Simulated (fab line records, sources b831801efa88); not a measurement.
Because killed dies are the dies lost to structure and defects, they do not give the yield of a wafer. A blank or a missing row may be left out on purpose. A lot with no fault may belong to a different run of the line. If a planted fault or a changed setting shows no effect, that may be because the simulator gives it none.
Chamber matching | flow gf180mcu | GF_V3_CMP_04 on cmp-02: 4 sister chambers
The step polishes SiO2. 4 wafers are shown with their chamber, then 11 later ones without.

WAFERS PAIRED WITH THEIR CHAMBERS
wafer  | chamber | motorCurrentA (A)
L413.1 | 0       | 12.0
L413.3 | 1       | 12.5
L413.6 | 3       | 11.8
L412.1 | 2       | 11.3

WAFERS MISSING THEIR CHAMBER
wafer  | motorCurrentA (A)
L412.2 | 13.0
L412.5 | 12.0
L421.2 | 11.4
L421.3 | 12.0
L421.5 | 11.9
L427.2 | 12.2
L427.3 | 11.4
L427.6 | 12.5
L428.4 | 12.0
L428.5 | 12.5
L428.6 | 10.7

WHICH CHAMBER EACH ONE RAN IN
wafer  | from the rows above          | in truth
L412.2 | 1                            | 1
L412.5 | can't be placed: 0 or 3      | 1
L421.2 | can't be placed: 2 or 3      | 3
L421.3 | can't be placed: 0 or 3      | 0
L421.5 | can't be placed: 0 or 3      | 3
L427.2 | can't be placed: 0 or 1 or 3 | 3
L427.3 | can't be placed: 2 or 3      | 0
L427.6 | 1                            | 1
L428.4 | can't be placed: 0 or 3      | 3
L428.5 | 1                            | 1
L428.6 | 2                            | 2
Correctly placed: 4 of 11. These rows do not allow placing 7 (true chamber among the candidates in 5). Placed wrongly: 0.
How it was worked out, from the rows above alone: a wafer's distance from a chamber is the root of the sum, over the readings, of the square of ((its reading less the chamber's mean) divided by the reading's scatter). If the next closest chamber is less than 2 further off than the closest, the wafer can't be placed; otherwise it belongs to the closest. A chamber's mean is the mean of its shown wafers. The scatter: root of mean squared gap, hidden wafer to nearest shown wafer, with one shown wafer a chamber.
